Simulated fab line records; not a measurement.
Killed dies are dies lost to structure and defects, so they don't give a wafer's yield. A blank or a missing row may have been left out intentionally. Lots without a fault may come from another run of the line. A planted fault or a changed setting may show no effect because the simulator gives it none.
The tool behind it: which one? / flow gf180mcu / 14 lots, 40 wafers sampled, at 5 steps of a route of 602

## WHAT EACH GAUGE READ, for each wafer
GF_M5_CD_MEAS_07 targets a cd of 280 nm. Usual: 279.8 nm for cd nm, sd 0.99.
lot=L953; measured=day 26 02:34; on=cd sem-01; cd nm (nm)=278.4 279.0 278.8; flag=
lot=L956; measured=day 26 20:40; on=cd sem-01; cd nm (nm)=279.3 279.2 279.1; flag=
lot=L957; measured=day 27 05:35; on=cd sem-02; cd nm (nm)=281.2 281.2 279.5; flag=
lot=L960; measured=day 28 06:17; on=cd sem-01; cd nm (nm)=281.5 280.6 280.5; flag=
lot=L961; measured=day 28 15:33; on=cd sem-01; cd nm (nm)=279.9 280.5 279.9; flag=
lot=L964; measured=day 29 09:21; on=cd sem-01; cd nm (nm)=278.3 278.7 279.0; flag=
lot=L965; measured=day 29 15:52; on=cd sem-01; cd nm (nm)=279.1 279.0 279.7; flag=
lot=L966; measured=day 30 05:11; on=cd sem-01; cd nm (nm)=279.3 279.3 279.5; flag=
lot=L967; measured=day 30 08:06; on=cd sem-02; cd nm (nm)=279.7 280.2 280.2; flag=
lot=L968; measured=day 30 21:28; on=cd sem-01; cd nm (nm)=281.4 280.1 280.7; flag=
lot=L969; measured=day 30 23:04; on=cd sem-01; cd nm (nm)=280.2 280.8 280.1; flag=
lot=L970; measured=day 31 05:30; on=cd sem-01; cd nm (nm)=279.4 281.9 281.1; flag=
lot=L971; measured=day 31 15:53; on=cd sem-01; cd nm (nm)=195.7 281.8 195.9 281.7; flag=OFF
lot=L974; measured=day 32 02:22; on=cd sem-01; cd nm (nm)=279.8 196.7 280.2 196.8; flag=OFF

## EACH LOT AND THE TOOL THAT RAN IT (in order: tool; ch and the chambers of the sampled wafers; start)
lot=L953; GF_V3_ETCH_16=rie diel-03 ch 0,1,3, day 22 06:04; GF_M4_STRIP_17=plasma asher-02 ch 0,1, day 23 06:56; GF_MIM_SPUTTER_01=pvd sputter-03, day 24 08:20; GF_M5_EXPOSE_04=krf scanner-01 ch 0, day 25 17:17
lot=L956; GF_V3_ETCH_16=rie diel-03 ch 0,1, day 23 02:58; GF_M4_STRIP_17=plasma asher-02 ch 0,1, day 24 02:37; GF_MIM_SPUTTER_01=pvd sputter-02, day 25 02:59; GF_M5_EXPOSE_04=krf scanner-01 ch 0, day 26 11:01
lot=L957; GF_V3_ETCH_16=rie diel-01 ch 2,3, day 23 12:52; GF_M4_STRIP_17=plasma asher-02 ch 0,1, day 24 12:50; GF_MIM_SPUTTER_01=pvd sputter-04, day 25 12:50; GF_M5_EXPOSE_04=krf scanner-01 ch 0, day 26 19:59
lot=L960; GF_V3_ETCH_16=rie diel-03 ch 1,2,3, day 24 15:22; GF_M4_STRIP_17=plasma asher-01 ch 0,1, day 25 14:25; GF_MIM_SPUTTER_01=pvd sputter-04, day 26 13:35; GF_M5_EXPOSE_04=krf scanner-01 ch 0, day 27 20:24
lot=L961; GF_V3_ETCH_16=rie diel-03 ch 0,1,3, day 25 00:26; GF_M4_STRIP_17=plasma asher-01 ch 0,1, day 25 23:21; GF_MIM_SPUTTER_01=pvd sputter-02, day 26 22:37; GF_M5_EXPOSE_04=krf scanner-02 ch 0, day 28 05:28
lot=L964; GF_V3_ETCH_16=rie diel-02 ch 1,2,3, day 25 20:19; GF_M4_STRIP_17=plasma asher-03 ch 0,1, day 26 18:27; GF_MIM_SPUTTER_01=pvd sputter-04, day 27 17:26; GF_M5_EXPOSE_04=krf scanner-02 ch 0, day 28 23:52
lot=L965; GF_V3_ETCH_16=rie diel-03 ch 1,2,3, day 26 02:31; GF_M4_STRIP_17=plasma asher-01 ch 0,1, day 27 01:06; GF_MIM_SPUTTER_01=pvd sputter-04, day 27 23:37; GF_M5_EXPOSE_04=krf scanner-01 ch 0, day 29 06:53
lot=L966; GF_V3_ETCH_16=rie diel-01 ch 0,1, day 26 18:55; GF_M4_STRIP_17=plasma asher-02 ch 0,1, day 27 16:29; GF_MIM_SPUTTER_01=pvd sputter-02, day 28 15:52; GF_M5_EXPOSE_04=krf scanner-01 ch 0, day 29 20:18
lot=L967; GF_V3_ETCH_16=rie diel-02 ch 1,2,3, day 26 20:42; GF_M4_STRIP_17=plasma asher-02 ch 0,1, day 27 18:07; GF_MIM_SPUTTER_01=pvd sputter-03, day 28 18:08; GF_M5_EXPOSE_04=krf scanner-02 ch 0, day 29 23:17
lot=L968; GF_V3_ETCH_16=rie diel-03 ch 0,3, day 27 13:31; GF_M4_STRIP_17=plasma asher-03 ch 0,1, day 28 11:29; GF_MIM_SPUTTER_01=pvd sputter-02, day 29 09:55; GF_M5_EXPOSE_04=krf scanner-01 ch 0, day 30 12:58
lot=L969; GF_V3_ETCH_16=rie diel-01 ch 1,2,3, day 27 14:26; GF_M4_STRIP_17=plasma asher-03 ch 0,1, day 28 12:08; GF_MIM_SPUTTER_01=pvd sputter-04, day 29 10:14; GF_M5_EXPOSE_04=krf scanner-01 ch 0, day 30 14:15
lot=L970; GF_V3_ETCH_16=rie diel-01 ch 0,2,3, day 27 21:47; GF_M4_STRIP_17=plasma asher-02 ch 0,1, day 28 19:29; GF_MIM_SPUTTER_01=pvd sputter-02, day 29 17:26; GF_M5_EXPOSE_04=krf scanner-01 ch 0, day 30 21:07
lot=L971; GF_V3_ETCH_16=rie diel-01 ch 0,2, day 28 09:11; GF_M4_STRIP_17=plasma asher-02 ch 0, day 29 06:41; GF_MIM_SPUTTER_01=pvd sputter-04, day 30 04:23; GF_M5_EXPOSE_04=krf scanner-01 ch 0, day 31 07:14
lot=L974; GF_V3_ETCH_16=rie diel-01 ch 2,3, day 28 22:34; GF_M4_STRIP_17=plasma asher-03 ch 0,1, day 29 19:16; GF_MIM_SPUTTER_01=pvd sputter-04, day 30 15:59; GF_M5_EXPOSE_04=krf scanner-01 ch 0, day 31 18:35
- GF_V3_ETCH_16: etches BARC in N2/H2.
- GF_M4_STRIP_17: strips in O2/N2.
- GF_MIM_SPUTTER_01: material TiN, target thk 30 nm, time 25 s.
- GF_M5_EXPOSE_04: exposes mask Metal5, target cd 280 nm.

## WHAT THE TOOLS THEMSELVES READ (means of the sampled wafers that have a number; where no wafer has one, the mark that the record gives instead)
GF_V3_ETCH_16. Usual: drypump motor current A 5.52 A, standard deviation 0.28; h2 flow sccm 200.0 sccm, standard deviation 0.63; oes product au 0.854 a.u., standard deviation 0.0047; throttle valve pct 13.224 %, standard deviation 0.0089.
lot=L953; tool=rie diel-03; drypump motor current A (A)=5.27; h2 flow sccm (sccm)=200.4; oes product au (a.u.)=0.856; throttle valve pct (%)=13.220; flag=
lot=L956; tool=rie diel-03; drypump motor current A (A)=5.17; h2 flow sccm (sccm)=200.0; oes product au (a.u.)=0.850; throttle valve pct (%)=13.223; flag=
lot=L957; tool=rie diel-01; drypump motor current A (A)=5.64; h2 flow sccm (sccm)=200.4; oes product au (a.u.)=0.855; throttle valve pct (%)=13.219; flag=
lot=L960; tool=rie diel-03; drypump motor current A (A)=5.48; h2 flow sccm (sccm)=199.8; oes product au (a.u.)=0.854; throttle valve pct (%)=13.222; flag=
lot=L961; tool=rie diel-03; drypump motor current A (A)=5.27; h2 flow sccm (sccm)=199.4; oes product au (a.u.)=0.854; throttle valve pct (%)=13.228; flag=
lot=L964; tool=rie diel-02; drypump motor current A (A)=5.50; h2 flow sccm (sccm)=199.9; oes product au (a.u.)=0.851; throttle valve pct (%)=13.225; flag=
lot=L965; tool=rie diel-03; drypump motor current A (A)=5.50; h2 flow sccm (sccm)=200.0; oes product au (a.u.)=0.856; throttle valve pct (%)=13.228; flag=
lot=L966; tool=rie diel-01; drypump motor current A (A)=5.65; h2 flow sccm (sccm)=200.1; oes product au (a.u.)=0.853; throttle valve pct (%)=13.237; flag=
lot=L967; tool=rie diel-02; drypump motor current A (A)=5.49; h2 flow sccm (sccm)=200.3; oes product au (a.u.)=0.848; throttle valve pct (%)=13.223; flag=
lot=L968; tool=rie diel-03; drypump motor current A (A)=5.35; h2 flow sccm (sccm)=199.5; oes product au (a.u.)=0.857; throttle valve pct (%)=13.227; flag=
lot=L969; tool=rie diel-01; drypump motor current A (A)=5.72; h2 flow sccm (sccm)=199.7; oes product au (a.u.)=0.853; throttle valve pct (%)=13.217; flag=
lot=L970; tool=rie diel-01; drypump motor current A (A)=5.68; h2 flow sccm (sccm)=200.1; oes product au (a.u.)=0.856; throttle valve pct (%)=13.230; flag=
lot=L971; tool=rie diel-01; drypump motor current A (A)=5.78; h2 flow sccm (sccm)=200.7; oes product au (a.u.)=0.859; throttle valve pct (%)=13.229; flag=
lot=L974; tool=rie diel-01; drypump motor current A (A)=5.72; h2 flow sccm (sccm)=199.9; oes product au (a.u.)=0.852; throttle valve pct (%)=13.232; flag=

GF_M4_STRIP_17. Usual: drypump motor current A 5.7 A, standard deviation 0.34; heater power w 327 W, standard deviation 29; o2 flow sccm 3000 sccm, standard deviation 9.3; oes product au 0.557 a.u., standard deviation 0.0045; strip time to endpoint s 7.86 s, standard deviation 0.044.
lot=L953; tool=plasma asher-02; drypump motor current A (A)=5.5; heater power w (W)=296; o2 flow sccm (sccm)=3009; oes product au (a.u.)=0.556; strip time to endpoint s (s)=7.86; flag=
lot=L956; tool=plasma asher-02; drypump motor current A (A)=5.8; heater power w (W)=309; o2 flow sccm (sccm)=2994; oes product au (a.u.)=0.555; strip time to endpoint s (s)=7.81; flag=
lot=L957; tool=plasma asher-02; drypump motor current A (A)=5.5; heater power w (W)=301; o2 flow sccm (sccm)=2997; oes product au (a.u.)=0.555; strip time to endpoint s (s)=7.90; flag=
lot=L960; tool=plasma asher-01; drypump motor current A (A)=5.8; heater power w (W)=345; o2 flow sccm (sccm)=3001; oes product au (a.u.)=0.556; strip time to endpoint s (s)=7.86; flag=
lot=L961; tool=plasma asher-01; drypump motor current A (A)=5.8; heater power w (W)=344; o2 flow sccm (sccm)=2997; oes product au (a.u.)=0.552; strip time to endpoint s (s)=7.82; flag=
lot=L964; tool=plasma asher-03; drypump motor current A (A)=5.8; heater power w (W)=326; o2 flow sccm (sccm)=3002; oes product au (a.u.)=0.560; strip time to endpoint s (s)=7.79; flag=
lot=L965; tool=plasma asher-01; drypump motor current A (A)=5.8; heater power w (W)=347; o2 flow sccm (sccm)=2997; oes product au (a.u.)=0.552; strip time to endpoint s (s)=7.82; flag=
lot=L966; tool=plasma asher-02; drypump motor current A (A)=5.5; heater power w (W)=294; o2 flow sccm (sccm)=3000; oes product au (a.u.)=0.556; strip time to endpoint s (s)=7.83; flag=
lot=L967; tool=plasma asher-02; drypump motor current A (A)=5.5; heater power w (W)=301; o2 flow sccm (sccm)=3015; oes product au (a.u.)=0.558; strip time to endpoint s (s)=7.87; flag=
lot=L968; tool=plasma asher-03; drypump motor current A (A)=5.8; heater power w (W)=328; o2 flow sccm (sccm)=3004; oes product au (a.u.)=0.561; strip time to endpoint s (s)=7.86; flag=
lot=L969; tool=plasma asher-03; drypump motor current A (A)=5.8; heater power w (W)=351; o2 flow sccm (sccm)=3004; oes product au (a.u.)=0.561; strip time to endpoint s (s)=7.87; flag=
lot=L970; tool=plasma asher-02; drypump motor current A (A)=5.5; heater power w (W)=304; o2 flow sccm (sccm)=2998; oes product au (a.u.)=0.558; strip time to endpoint s (s)=7.85; flag=
lot=L971; tool=plasma asher-02; drypump motor current A (A)=6.1; heater power w (W)=318; o2 flow sccm (sccm)=3002; oes product au (a.u.)=0.558; strip time to endpoint s (s)=7.92; flag=
lot=L974; tool=plasma asher-03; drypump motor current A (A)=5.8; heater power w (W)=344; o2 flow sccm (sccm)=3003; oes product au (a.u.)=0.554; strip time to endpoint s (s)=7.81; flag=

GF_MIM_SPUTTER_01. Usual: 30.3 % for throttle valve pct, sd 0.94.
lot=L953; tool=pvd sputter-03; throttle valve pct (%)=30.8; flag=
lot=L956; tool=pvd sputter-02; throttle valve pct (%)=29.8; flag=
lot=L957; tool=pvd sputter-04; throttle valve pct (%)=30.5; flag=
lot=L960; tool=pvd sputter-04; throttle valve pct (%)=30.7; flag=
lot=L961; tool=pvd sputter-02; throttle valve pct (%)=29.4; flag=
lot=L964; tool=pvd sputter-04; throttle valve pct (%)=30.5; flag=
lot=L965; tool=pvd sputter-04; throttle valve pct (%)=30.7; flag=
lot=L966; tool=pvd sputter-02; throttle valve pct (%)=29.4; flag=
lot=L967; tool=pvd sputter-03; throttle valve pct (%)=30.0; flag=
lot=L968; tool=pvd sputter-02; throttle valve pct (%)=31.1; flag=
lot=L969; tool=pvd sputter-04; throttle valve pct (%)=31.0; flag=
lot=L970; tool=pvd sputter-02; throttle valve pct (%)=29.9; flag=
lot=L971; tool=pvd sputter-04; throttle valve pct (%)=30.5; flag=
lot=L974; tool=pvd sputter-04; throttle valve pct (%)=30.6; flag=

## THE ANSWER, worked out from the rows above alone
Rule: a lot is off if the mean of its wafers that have a number lies more than 3 standard deviations from the usual mean. A lot without any number at a reading at which 4 lots or more have one is off too. Any other lot the step has rows for is counted as sound. Order of review: gauges by route order, followed by the tools' own readings, for which a lot's mean as printed above is used. At the first step where some lot is off, the reading lying furthest off is the one used; lots without a number count as furthest.
Off: L971, L974 (GF_M5_CD_MEAS_07, cd nm).
If a tool, at a process step before that reading, ran all the lots that are off and no sound lot after the first of them, it fits. The gauges at GF_M5_CD_MEAS_07 are tried like those tools. Can't be told from this: 4 tools fit, rie diel-01 at GF_V3_ETCH_16, pvd sputter-04 at GF_MIM_SPUTTER_01, krf scanner-01 at GF_M5_EXPOSE_04, cd sem-01 at GF_M5_CD_MEAS_07.

## WHAT THE SIMULATOR HAD PUT IN
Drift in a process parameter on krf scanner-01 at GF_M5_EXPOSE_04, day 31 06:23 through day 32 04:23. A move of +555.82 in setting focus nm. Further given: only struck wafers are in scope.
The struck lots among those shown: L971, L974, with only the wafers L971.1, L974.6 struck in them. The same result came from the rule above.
